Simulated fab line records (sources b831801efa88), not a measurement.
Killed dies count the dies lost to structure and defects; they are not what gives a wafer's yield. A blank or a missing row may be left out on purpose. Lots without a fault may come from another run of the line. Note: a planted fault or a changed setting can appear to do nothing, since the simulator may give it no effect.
Which tool is to blame? + flow sky130 + Sampling: 12 lots, 36 wafers, 5 of 708 route steps

## WHAT THE GAUGES READ, wafer by wafer
SKY_NWELL_OVL_MEAS_23. Usual: NWELL_01_OVL gives 0.3 nm (standard deviation 1.4).
| lot  | measured     | on         | NWELL_01_OVL (nm) | flag |
|------|--------------|------------|-------------------|------|
| L191 | day 5 09:55  | overlay-01 | 0.6 -1.0 0.7      |      |
| L193 | day 5 20:28  | overlay-02 | 0.8 0.3 -0.3      |      |
| L198 | day 7 08:36  | overlay-02 | -2.7 -2.1 -3.0    |      |
| L199 | day 7 22:10  | overlay-02 | 2.3 0.7 -0.3      |      |
| L201 | day 8 03:26  | overlay-02 | -0.9 0.6 1.0      |      |
| L203 | day 8 08:07  | overlay-02 | 1.5 2.5 0.7       |      |
| L204 | day 9 03:43  | overlay-02 | -1.1 1.5 -0.4     |      |
| L206 | day 9 09:50  | overlay-02 | 1.7 1.0 1.5       |      |
| L207 | day 9 15:53  | overlay-01 | -1.3 -1.3 -2.3    |      |
| L211 | day 10 10:09 | overlay-02 | 0.5 0.8 1.9       |      |
| L213 | day 10 21:57 | overlay-01 | -0.1 0.1 0.4      |      |
| L214 | day 11 04:41 | overlay-01 | 4.0 4.5 2.9       |      |

SKY_VT_ADJUST_NCORE_CD_MEAS_07 targets a cd of 380 nm. Usual: cd-nm reads 381.5 nm (standard deviation 2.5).
| lot  | measured     | on        | cd-nm (nm)        | flag |
|------|--------------|-----------|-------------------|------|
| L191 | day 8 14:43  | cd-sem-01 | 383.4 381.8 382.9 |      |
| L193 | day 9 05:27  | cd-sem-01 | 382.5 380.5 380.4 |      |
| L198 | day 10 23:05 | cd-sem-02 | 380.2 378.7 380.7 |      |
| L199 | day 11 17:28 | cd-sem-02 | 385.0 385.2 383.4 |      |
| L201 | day 11 22:47 | cd-sem-02 | 379.5 378.8 381.6 |      |
| L203 | day 12 04:21 | cd-sem-02 | 400.3 399.5 402.4 | OFF  |
| L204 | day 13 01:29 | cd-sem-02 | 398.1 395.0 396.8 | OFF  |
| L206 | day 13 08:59 | cd-sem-02 | 379.9 381.6 383.1 |      |
| L207 | day 13 16:31 | cd-sem-01 | 382.3 385.8 383.2 |      |
| L211 | day 14 10:54 | cd-sem-02 | 382.7 381.2 384.9 |      |
| L213 | day 15 02:36 | cd-sem-02 | 382.0 386.0 384.4 |      |
| L214 | day 15 10:34 | cd-sem-02 | 379.6 379.2 376.5 |      |

SKY_VT_ADJUST_NCORE_TW_MEAS_11. Usual: VT_ADJUST_NCORE_TW gives 217.2 (standard deviation 0.97).
| lot  | measured     | on            | VT_ADJUST_NCORE_TW | flag |
|------|--------------|---------------|--------------------|------|
| L191 | day 8 15:07  | film-metro-01 | 215.6 214.8 215.5  |      |
| L193 | day 9 05:51  | film-metro-03 | 217.1 217.1 218.4  |      |
| L198 | day 10 23:29 | film-metro-02 | 218.0 216.9 217.6  |      |
| L199 | day 11 17:51 | film-metro-01 | 218.3 218.9 216.7  |      |
| L201 | day 11 23:11 | film-metro-01 | 218.1 217.3 217.0  |      |
| L203 | day 12 04:44 | film-metro-03 | 218.7 218.5 219.5  |      |
| L204 | day 13 01:53 | film-metro-02 | 218.5 217.6 216.7  |      |
| L206 | day 13 09:23 | film-metro-02 | 216.9 216.7 217.2  |      |
| L207 | day 13 16:54 | film-metro-02 | 216.9 214.5 216.7  |      |
| L211 | day 14 11:18 | film-metro-03 | 217.3 218.1 217.4  |      |
| L213 | day 15 03:01 | film-metro-02 | 218.0 216.8 216.4  |      |
| L214 | day 15 10:57 | film-metro-03 | 217.7 218.1 217.6  |      |

## WHICH TOOL RAN EACH LOT (tool, then ch and the chambers of the sampled wafers, then the start)
| lot  | SKY_NWELL_STRIP_25                   | SKY_VT_ADJUST_NCORE_DEVELOP_06    |
|------|--------------------------------------|-----------------------------------|
| L191 | plasma-asher-03 ch 0,1, day 5 10:06  | litho-track-01 ch 0, day 8 14:34  |
| L193 | plasma-asher-04 ch 0,1, day 5 20:39  | litho-track-02 ch 0, day 9 05:18  |
| L198 | plasma-asher-02 ch 0, day 7 08:47    | litho-track-01 ch 0, day 10 22:56 |
| L199 | plasma-asher-02 ch 0,1, day 7 22:22  | litho-track-01 ch 0, day 11 17:20 |
| L201 | plasma-asher-02 ch 1, day 8 03:37    | litho-track-04 ch 0, day 11 22:38 |
| L203 | plasma-asher-04 ch 0,1, day 8 08:20  | litho-track-01 ch 0, day 12 04:13 |
| L204 | plasma-asher-02 ch 0, day 9 03:54    | litho-track-01 ch 0, day 13 01:20 |
| L206 | plasma-asher-02 ch 0,1, day 9 10:01  | litho-track-04 ch 0, day 13 08:50 |
| L207 | plasma-asher-04 ch 0,1, day 9 16:04  | litho-track-04 ch 0, day 13 16:22 |
| L211 | plasma-asher-02 ch 0,1, day 10 10:20 | litho-track-02 ch 0, day 14 10:45 |
| L213 | plasma-asher-04 ch 0,1, day 10 22:08 | litho-track-04 ch 0, day 15 02:17 |
| L214 | plasma-asher-02 ch 0,1, day 11 04:52 | litho-track-04 ch 0, day 15 10:25 |
- SKY_NWELL_STRIP_25: strips in O2/N2.
- SKY_VT_ADJUST_NCORE_DEVELOP_06: develop time 60 s.

## WHAT THE TOOLS THEMSELVES READ (means of the sampled wafers that have a number; where no wafer has one, the mark that the record gives instead)
SKY_NWELL_STRIP_25. Usual: drypump-motor-current-A 5.75 A, standard deviation 0.18; o2-flow-sccm 3000 sccm, standard deviation 9.7; oes-product-au 0.722 a.u., standard deviation 0.0047; strip-time-to-endpoint-s 36.93 s, standard deviation 0.094.
| lot  | tool            | drypump-motor-current-A (A) | o2-flow-sccm (sccm) | oes-product-au (a.u.) | strip-time-to-endpoint-s (s) | flag |
|------|-----------------|-----------------------------|---------------------|-----------------------|------------------------------|------|
| L191 | plasma-asher-03 | 5.88                        | 3005                | 0.722                 | 37.01                        |      |
| L193 | plasma-asher-04 | 5.78                        | 3003                | 0.723                 | 36.93                        |      |
| L198 | plasma-asher-02 | 5.54                        | 3019                | 0.722                 | 37.00                        |      |
| L199 | plasma-asher-02 | 5.66                        | 3003                | 0.720                 | 36.98                        |      |
| L201 | plasma-asher-02 | 5.90                        | 3005                | 0.726                 | 36.88                        |      |
| L203 | plasma-asher-04 | 5.74                        | 2996                | 0.723                 | 36.85                        |      |
| L204 | plasma-asher-02 | 5.53                        | 3011                | 0.722                 | 36.97                        |      |
| L206 | plasma-asher-02 | 5.77                        | 3001                | 0.725                 | 36.97                        |      |
| L207 | plasma-asher-04 | 5.75                        | 2997                | 0.725                 | 36.91                        |      |
| L211 | plasma-asher-02 | 5.66                        | 3003                | 0.722                 | 37.01                        |      |
| L213 | plasma-asher-04 | 5.71                        | 3008                | 0.722                 | 36.92                        |      |
| L214 | plasma-asher-02 | 5.77                        | 2987                | 0.717                 | 36.93                        |      |

SKY_VT_ADJUST_NCORE_DEVELOP_06. Usual: exhaust-pa reads 45.2 Pa (standard deviation 0.99).
| lot  | tool           | exhaust-pa (Pa) | flag |
|------|----------------|-----------------|------|
| L191 | litho-track-01 | 45.7            |      |
| L193 | litho-track-02 | 45.9            |      |
| L198 | litho-track-01 | 45.0            |      |
| L199 | litho-track-01 | 44.7            |      |
| L201 | litho-track-04 | 45.7            |      |
| L203 | litho-track-01 | 45.2            |      |
| L204 | litho-track-01 | 44.4            |      |
| L206 | litho-track-04 | 45.7            |      |
| L207 | litho-track-04 | 45.8            |      |
| L211 | litho-track-02 | 45.8            |      |
| L213 | litho-track-04 | 43.4            |      |
| L214 | litho-track-04 | 45.7            |      |

## THE ANSWER, worked out from the rows above alone
Rule: a lot counts as off when the mean over its wafers that have a number is more than 3 standard deviations away from the usual mean. Also off: a lot with no number at a reading for which 4 or more lots have one. Any other lot the step has rows for is counted as sound. After the gauges, taken in route order, come the tools' own readings; for these a lot's mean is taken, as printed above. The first step at which some lot is off is used, and at that step the reading that is off furthest; a lot without a number counts as furthest.
Off at SKY_VT_ADJUST_NCORE_CD_MEAS_07 (cd-nm): L203, L204.
If a tool, at a process step before that reading, ran all the lots that are off and no sound lot after the first of them, it fits. Gauges at SKY_VT_ADJUST_NCORE_CD_MEAS_07: tried the same way as those tools. One fits: SKY_VT_ADJUST_NCORE_DEVELOP_06 on litho-track-01. Its last sound lot is L199 (day 11 17:20), its first lot that is off L203 (day 12 04:13): a fault that began between those two fits.

## WHAT HAD BEEN PUT IN BY THE SIMULATOR
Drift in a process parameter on litho-track-01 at SKY_VT_ADJUST_NCORE_DEVELOP_06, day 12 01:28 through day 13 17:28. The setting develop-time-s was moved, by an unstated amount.
Shown lots that were struck: L203, L204. The same result came from the rule above.
